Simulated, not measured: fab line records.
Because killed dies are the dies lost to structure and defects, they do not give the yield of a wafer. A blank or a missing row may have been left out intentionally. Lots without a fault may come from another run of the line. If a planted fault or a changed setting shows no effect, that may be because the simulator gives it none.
What tool caused it? / flow sky130 / 11 lots, 33 wafers sampled, at 6 steps of a route of 708

WHAT EACH GAUGE READ, for each wafer
SKY_FIELD_ISO_THK_MEAS_25. Usual: FIELD_ISO_CVD_24_THK gives 595 nm (standard deviation 7.6).
lot=L368; measured=day 2 11:11; on=film_metro-02; FIELD_ISO_CVD_24_THK (nm)=596 595 586; flag=
lot=L369; measured=day 2 18:50; on=film_metro-01; FIELD_ISO_CVD_24_THK (nm)=598 611 617; flag=
lot=L370; measured=day 2 22:14; on=film_metro-04; FIELD_ISO_CVD_24_THK (nm)=595 593 594; flag=
lot=L372; measured=day 3 09:56; on=film_metro-04; FIELD_ISO_CVD_24_THK (nm)=591 595 605; flag=
lot=L373; measured=day 3 14:31; on=film_metro-02; FIELD_ISO_CVD_24_THK (nm)=592 588 588; flag=
lot=L375; measured=day 4 01:20; on=film_metro-04; FIELD_ISO_CVD_24_THK (nm)=597 426 448; flag=OFF
lot=L377; measured=day 4 09:32; on=film_metro-01; FIELD_ISO_CVD_24_THK (nm)=608 587 421; flag=OFF
lot=L385; measured=day 6 05:10; on=film_metro-04; FIELD_ISO_CVD_24_THK (nm)=595 592 594; flag=
lot=L387; measured=day 6 15:05; on=film_metro-04; FIELD_ISO_CVD_24_THK (nm)=597 605 599; flag=
lot=L389; measured=day 7 01:29; on=film_metro-01; FIELD_ISO_CVD_24_THK (nm)=596 590 587; flag=
lot=L390; measured=day 7 09:45; on=film_metro-04; FIELD_ISO_CVD_24_THK (nm)=599 587 577; flag=

SKY_NWELL_RS_MEAS_31: the measuring method here is four-point-probe. Usual: PWDE_RS gives 5276 ohm/sq (standard deviation 18).
lot=L368; measured=day 5 13:48; on=film_metro-04; PWDE_RS (ohm/sq)=5253 5285 5283; flag=
lot=L369; measured=day 5 20:57; on=film_metro-01; PWDE_RS (ohm/sq)=5282 5292 5285; flag=
lot=L370; measured=day 6 02:48; on=film_metro-04; PWDE_RS (ohm/sq)=5278 5285 5282; flag=
lot=L372; measured=day 6 14:51; on=film_metro-04; PWDE_RS (ohm/sq)=5251 5261 5272; flag=
lot=L373; measured=day 6 20:55; on=film_metro-03; PWDE_RS (ohm/sq)=5305 5275 5269; flag=
lot=L375; measured=day 7 08:48; on=film_metro-01; PWDE_RS (ohm/sq)=5295 5286 5282; flag=
lot=L377; measured=day 7 21:28; on=film_metro-03; PWDE_RS (ohm/sq)=5311 5310 5297; flag=
lot=L385; measured=day 9 22:36; on=film_metro-01; PWDE_RS (ohm/sq)=5276 5289 5296; flag=
lot=L387; measured=day 10 07:00; on=film_metro-03; PWDE_RS (ohm/sq)=5273 5249 5227; flag=
lot=L389; measured=day 10 19:30; on=film_metro-03; PWDE_RS (ohm/sq)=5315 5303 5282; flag=
lot=L390; measured=day 11 03:32; on=film_metro-01; PWDE_RS (ohm/sq)=5260 5247 5245; flag=

EACH LOT AND THE TOOL THAT RAN IT (in order: tool; ch and the chambers of the sampled wafers; start)
lot=L368; SKY_FIELD_ISO_CVD_24=hdpcvd-01 ch 0,1, day 2 11:05; SKY_FIELD_ISO_CMP_27=cmp-02 ch 0,1, day 2 14:29; SKY_NWELL_STRIP_14=plasma_asher-04 ch 0,1, day 4 19:29; SKY_NWELL_STRIP_25=plasma_asher-04 ch 0,1, day 5 13:14
lot=L369; SKY_FIELD_ISO_CVD_24=hdpcvd-01 ch 0,2, day 2 18:46; SKY_FIELD_ISO_CMP_27=cmp-01 ch 0,1,2, day 2 20:26; SKY_NWELL_STRIP_14=plasma_asher-03 ch 0,1, day 5 01:45; SKY_NWELL_STRIP_25=plasma_asher-03 ch 0,1, day 5 20:24
lot=L370; SKY_FIELD_ISO_CVD_24=hdpcvd-01 ch 1,2, day 2 22:10; SKY_FIELD_ISO_CMP_27=cmp-02 ch 0,2,3, day 3 01:04; SKY_NWELL_STRIP_14=plasma_asher-04 ch 0,1, day 5 07:33; SKY_NWELL_STRIP_25=plasma_asher-03 ch 1, day 6 02:15
lot=L372; SKY_FIELD_ISO_CVD_24=hdpcvd-01 ch 0,1,2, day 3 09:52; SKY_FIELD_ISO_CMP_27=cmp-02 ch 1,2,3, day 3 11:33; SKY_NWELL_STRIP_14=plasma_asher-03 ch 0,1, day 5 19:18; SKY_NWELL_STRIP_25=plasma_asher-02 ch 0,1, day 6 14:18
lot=L373; SKY_FIELD_ISO_CVD_24=hdpcvd-01 ch 1,2, day 3 14:27; SKY_FIELD_ISO_CMP_27=cmp-01 ch 0,2,3, day 3 16:38; SKY_NWELL_STRIP_14=plasma_asher-03 ch 0,1, day 6 01:19; SKY_NWELL_STRIP_25=plasma_asher-02 ch 0,1, day 6 20:21
lot=L375; SKY_FIELD_ISO_CVD_24=hdpcvd-01 ch 0,1,2, day 4 01:16; SKY_FIELD_ISO_CMP_27=cmp-02 ch 0,2, day 4 04:01; SKY_NWELL_STRIP_14=plasma_asher-04 ch 0,1, day 6 12:51; SKY_NWELL_STRIP_25=plasma_asher-02 ch 0,1, day 7 08:15
lot=L377; SKY_FIELD_ISO_CVD_24=hdpcvd-01 ch 0,1,2, day 4 09:28; SKY_FIELD_ISO_CMP_27=cmp-02 ch 1,2,3, day 4 12:14; SKY_NWELL_STRIP_14=plasma_asher-04 ch 0,1, day 7 00:16; SKY_NWELL_STRIP_25=plasma_asher-03 ch 0,1, day 7 20:54
lot=L385; SKY_FIELD_ISO_CVD_24=hdpcvd-02 ch 0,2, day 6 05:05; SKY_FIELD_ISO_CMP_27=cmp-02 ch 2,3, day 6 07:58; SKY_NWELL_STRIP_14=plasma_asher-02 ch 0,1, day 9 00:00; SKY_NWELL_STRIP_25=plasma_asher-04 ch 0,1, day 9 22:03
lot=L387; SKY_FIELD_ISO_CVD_24=hdpcvd-02 ch 0,2, day 6 15:01; SKY_FIELD_ISO_CMP_27=cmp-01 ch 1,2, day 6 16:39; SKY_NWELL_STRIP_14=plasma_asher-03 ch 0,1, day 9 09:18; SKY_NWELL_STRIP_25=plasma_asher-04 ch 0,1, day 10 06:27
lot=L389; SKY_FIELD_ISO_CVD_24=hdpcvd-02 ch 0,1,2, day 7 01:24; SKY_FIELD_ISO_CMP_27=cmp-01 ch 1,2, day 7 03:05; SKY_NWELL_STRIP_14=plasma_asher-03 ch 0,1, day 9 20:53; SKY_NWELL_STRIP_25=plasma_asher-04 ch 0,1, day 10 18:56
lot=L390; SKY_FIELD_ISO_CVD_24=hdpcvd-01 ch 0,1,2, day 7 09:40; SKY_FIELD_ISO_CMP_27=cmp-01 ch 1,2, day 7 11:18; SKY_NWELL_STRIP_14=plasma_asher-02 ch 0,1, day 10 04:34; SKY_NWELL_STRIP_25=plasma_asher-02 ch 0,1, day 11 02:58
- SKY_FIELD_ISO_CVD_24: deposits SiO2, target thk 595 nm, time 99.2 s.
- SKY_FIELD_ISO_CMP_27: polishes, stops on Si3N4, t overpolish 16 s, target thk 457.8 nm.
- SKY_NWELL_STRIP_14: strips in O2/N2.
- SKY_NWELL_STRIP_25: strips in O2/N2.

AS READ BY THE TOOLS THEMSELVES (means over the sampled wafers that have a number; for cases with no such wafer, the mark the record gives instead)
SKY_FIELD_ISO_CMP_27. Usual: motor_current_A 12.6 A, standard deviation 1.3; time_to_endpoint_s 112 s, standard deviation 4.2.
lot=L368; tool=cmp-02; motor_current_A (A)=11.7; time_to_endpoint_s (s)=118; flag=
lot=L369; tool=cmp-01; motor_current_A (A)=12.9; time_to_endpoint_s (s)=112; flag=
lot=L370; tool=cmp-02; motor_current_A (A)=12.4; time_to_endpoint_s (s)=114; flag=
lot=L372; tool=cmp-02; motor_current_A (A)=12.6; time_to_endpoint_s (s)=117; flag=
lot=L373; tool=cmp-01; motor_current_A (A)=13.7; time_to_endpoint_s (s)=109; flag=
lot=L375; tool=cmp-02; motor_current_A (A)=11.9; time_to_endpoint_s (s)=90; flag=OFF
lot=L377; tool=cmp-02; motor_current_A (A)=12.9; time_to_endpoint_s (s)=105; flag=
lot=L385; tool=cmp-02; motor_current_A (A)=12.5; time_to_endpoint_s (s)=109; flag=
lot=L387; tool=cmp-01; motor_current_A (A)=14.4; time_to_endpoint_s (s)=110; flag=
lot=L389; tool=cmp-01; motor_current_A (A)=12.7; time_to_endpoint_s (s)=110; flag=
lot=L390; tool=cmp-01; motor_current_A (A)=13.6; time_to_endpoint_s (s)=109; flag=

SKY_NWELL_STRIP_14. Usual: drypump_motor_current_A 5.6 A, standard deviation 0.43; oes_product_au 0.723 a.u., standard deviation 0.0047; strip_time_to_endpoint_s 36.93 s, standard deviation 0.11.
lot=L368; tool=plasma_asher-04; drypump_motor_current_A (A)=5.2; oes_product_au (a.u.)=0.721; strip_time_to_endpoint_s (s)=36.89; flag=
lot=L369; tool=plasma_asher-03; drypump_motor_current_A (A)=5.7; oes_product_au (a.u.)=0.722; strip_time_to_endpoint_s (s)=36.92; flag=
lot=L370; tool=plasma_asher-04; drypump_motor_current_A (A)=5.2; oes_product_au (a.u.)=0.724; strip_time_to_endpoint_s (s)=37.07; flag=
lot=L372; tool=plasma_asher-03; drypump_motor_current_A (A)=5.7; oes_product_au (a.u.)=0.718; strip_time_to_endpoint_s (s)=36.86; flag=
lot=L373; tool=plasma_asher-03; drypump_motor_current_A (A)=5.7; oes_product_au (a.u.)=0.726; strip_time_to_endpoint_s (s)=36.82; flag=
lot=L375; tool=plasma_asher-04; drypump_motor_current_A (A)=5.2; oes_product_au (a.u.)=0.723; strip_time_to_endpoint_s (s)=36.79; flag=
lot=L377; tool=plasma_asher-04; drypump_motor_current_A (A)=5.5; oes_product_au (a.u.)=0.722; strip_time_to_endpoint_s (s)=36.96; flag=
lot=L385; tool=plasma_asher-02; drypump_motor_current_A (A)=5.7; oes_product_au (a.u.)=0.721; strip_time_to_endpoint_s (s)=36.96; flag=
lot=L387; tool=plasma_asher-03; drypump_motor_current_A (A)=5.8; oes_product_au (a.u.)=0.722; strip_time_to_endpoint_s (s)=37.00; flag=
lot=L389; tool=plasma_asher-03; drypump_motor_current_A (A)=5.8; oes_product_au (a.u.)=0.722; strip_time_to_endpoint_s (s)=36.91; flag=
lot=L390; tool=plasma_asher-02; drypump_motor_current_A (A)=5.7; oes_product_au (a.u.)=0.724; strip_time_to_endpoint_s (s)=36.90; flag=

SKY_NWELL_STRIP_25. Usual: drypump_motor_current_A 5.5 A, standard deviation 0.48; oes_product_au 0.722 a.u., standard deviation 0.0045; strip_time_to_endpoint_s 36.93 s, standard deviation 0.1.
lot=L368; tool=plasma_asher-04; drypump_motor_current_A (A)=5.5; oes_product_au (a.u.)=0.719; strip_time_to_endpoint_s (s)=36.81; flag=
lot=L369; tool=plasma_asher-03; drypump_motor_current_A (A)=5.8; oes_product_au (a.u.)=0.727; strip_time_to_endpoint_s (s)=36.92; flag=
lot=L370; tool=plasma_asher-03; drypump_motor_current_A (A)=5.7; oes_product_au (a.u.)=0.724; strip_time_to_endpoint_s (s)=37.09; flag=
lot=L372; tool=plasma_asher-02; drypump_motor_current_A (A)=5.8; oes_product_au (a.u.)=0.726; strip_time_to_endpoint_s (s)=36.97; flag=
lot=L373; tool=plasma_asher-02; drypump_motor_current_A (A)=5.7; oes_product_au (a.u.)=0.720; strip_time_to_endpoint_s (s)=36.97; flag=
lot=L375; tool=plasma_asher-02; drypump_motor_current_A (A)=5.9; oes_product_au (a.u.)=0.720; strip_time_to_endpoint_s (s)=36.86; flag=
lot=L377; tool=plasma_asher-03; drypump_motor_current_A (A)=5.7; oes_product_au (a.u.)=0.720; strip_time_to_endpoint_s (s)=36.88; flag=
lot=L385; tool=plasma_asher-04; drypump_motor_current_A (A)=5.2; oes_product_au (a.u.)=0.721; strip_time_to_endpoint_s (s)=36.86; flag=
lot=L387; tool=plasma_asher-04; drypump_motor_current_A (A)=5.5; oes_product_au (a.u.)=0.716; strip_time_to_endpoint_s (s)=36.95; flag=
lot=L389; tool=plasma_asher-04; drypump_motor_current_A (A)=5.5; oes_product_au (a.u.)=0.721; strip_time_to_endpoint_s (s)=36.87; flag=
lot=L390; tool=plasma_asher-02; drypump_motor_current_A (A)=5.9; oes_product_au (a.u.)=0.720; strip_time_to_endpoint_s (s)=36.98; flag=

THE ANSWER, worked out from the rows above alone
Rule: a lot counts as off when the mean over its wafers that have a number is more than 3 standard deviations away from the usual mean. Also off: a lot with no number at a reading for which 4 or more lots have one. All remaining lots with rows at the step are treated as sound. After the gauges, taken in route order, come the tools' own readings; for these a lot's mean is taken, as printed above. The first step at which some lot is off is used, and at that step the reading that is off furthest; a lot without a number counts as furthest.
Off: L375, L377, seen at SKY_FIELD_ISO_THK_MEAS_25 (FIELD_ISO_CVD_24_THK).
A tool fits if, at a process step before that reading, it ran every lot that is off, and no sound lot after the first of them. Those tools and the gauges at SKY_FIELD_ISO_THK_MEAS_25 are tried in the same way. Not one of the candidates tried fits.

WHAT WAS PUT IN BY THE SIMULATOR
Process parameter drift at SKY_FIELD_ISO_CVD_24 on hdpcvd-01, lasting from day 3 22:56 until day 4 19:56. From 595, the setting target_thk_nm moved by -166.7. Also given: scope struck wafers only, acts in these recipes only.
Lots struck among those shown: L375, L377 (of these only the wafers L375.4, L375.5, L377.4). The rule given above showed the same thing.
